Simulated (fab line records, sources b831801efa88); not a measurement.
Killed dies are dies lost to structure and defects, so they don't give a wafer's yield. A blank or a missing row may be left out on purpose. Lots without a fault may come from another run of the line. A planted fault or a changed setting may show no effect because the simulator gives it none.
Which tool did it? | flow sky130 | 7 lots, 21 wafers sampled, at 3 steps of a route of 708

WHAT THE GAUGES READ, wafer by wafer
SKY_SPACER_THK_MEAS_01.
lot  | measured     | on            | SPACER_CVD_00_THK (nm)
L176 | day 23 15:06 | film_metro-02 | 42.6 43.0 43.0
L178 | day 24 10:32 | film_metro-03 | 42.4 42.1 42.1
L181 | day 25 09:26 | film_metro-02 | 54.6 54.5 54.7 54.6 54.5 54.7
L189 | day 28 08:35 | film_metro-02 | 42.2 42.2 41.6
L193 | day 29 11:29 | film_metro-01 | 42.5 42.3 42.4
L195 | day 30 03:32 | film_metro-02 | 42.9 42.7 43.2
L198 | day 31 00:54 | film_metro-01 | 43.0 42.9 42.9

WHICH TOOL RAN EACH LOT (tool, then ch and the chambers of the sampled wafers, then the start)
lot  | SKY_POLY_GATE_ETCH_15              | SKY_SPACER_CVD_00
L176 | rie_diel-04 ch 0,1, day 16 23:17   | lpcvd-02 ch 0, day 23 13:54
L178 | rie_diel-01 ch 1,2, day 17 17:28   | lpcvd-02 ch 0, day 24 09:20
L181 | rie_diel-04 ch 0,1,3, day 18 16:31 | lpcvd-02 ch 0, day 25 08:12
L189 | rie_diel-01 ch 0,1,3, day 21 20:34 | lpcvd-02 ch 0, day 28 07:23
L193 | rie_diel-01 ch 1,2,3, day 23 02:16 | lpcvd-02 ch 1, day 29 10:16
L195 | rie_diel-01 ch 0,1,2, day 23 19:07 | lpcvd-02 ch 0, day 30 02:20
L198 | rie_diel-04 ch 0,1,3, day 24 17:55 | lpcvd-02 ch 0, day 30 23:41
- SKY_POLY_GATE_ETCH_15: etches BARC in N2/H2, stops on SiO2, time 118.5 s, target depth 110 nm.
- SKY_SPACER_CVD_00: deposits Si3N4 from DCS/NH3, target thk 43.1 nm, time 740 s.

THE ANSWER, worked out from the rows above alone
Rule: what is usual is taken from the lots themselves. Put in order of their means at a reading, lots are off if they are a third of the lots or fewer, leave a main group of 4 or more, and stand apart from it by a gap of 3 or more times the standard deviation of the main group's means; of several such gaps the widest counts. A main group whose means are all the same, to the digits that the tables above print for the reading, isn't used. A lot without any number at a reading at which 4 lots or more have one is off too. The other lots that the step has rows for count as sound.
Off: L181, at SKY_SPACER_THK_MEAS_01 (SPACER_CVD_00_THK). The main group: mean 42.6 nm, standard deviation 0.37.
A tool fits if, at a process step before that reading, it ran every lot that is off, and no sound lot after the first of them. The gauges at SKY_SPACER_THK_MEAS_01 are tried like those tools. None of those tried fits.

WHAT THE SIMULATOR HAD PUT IN
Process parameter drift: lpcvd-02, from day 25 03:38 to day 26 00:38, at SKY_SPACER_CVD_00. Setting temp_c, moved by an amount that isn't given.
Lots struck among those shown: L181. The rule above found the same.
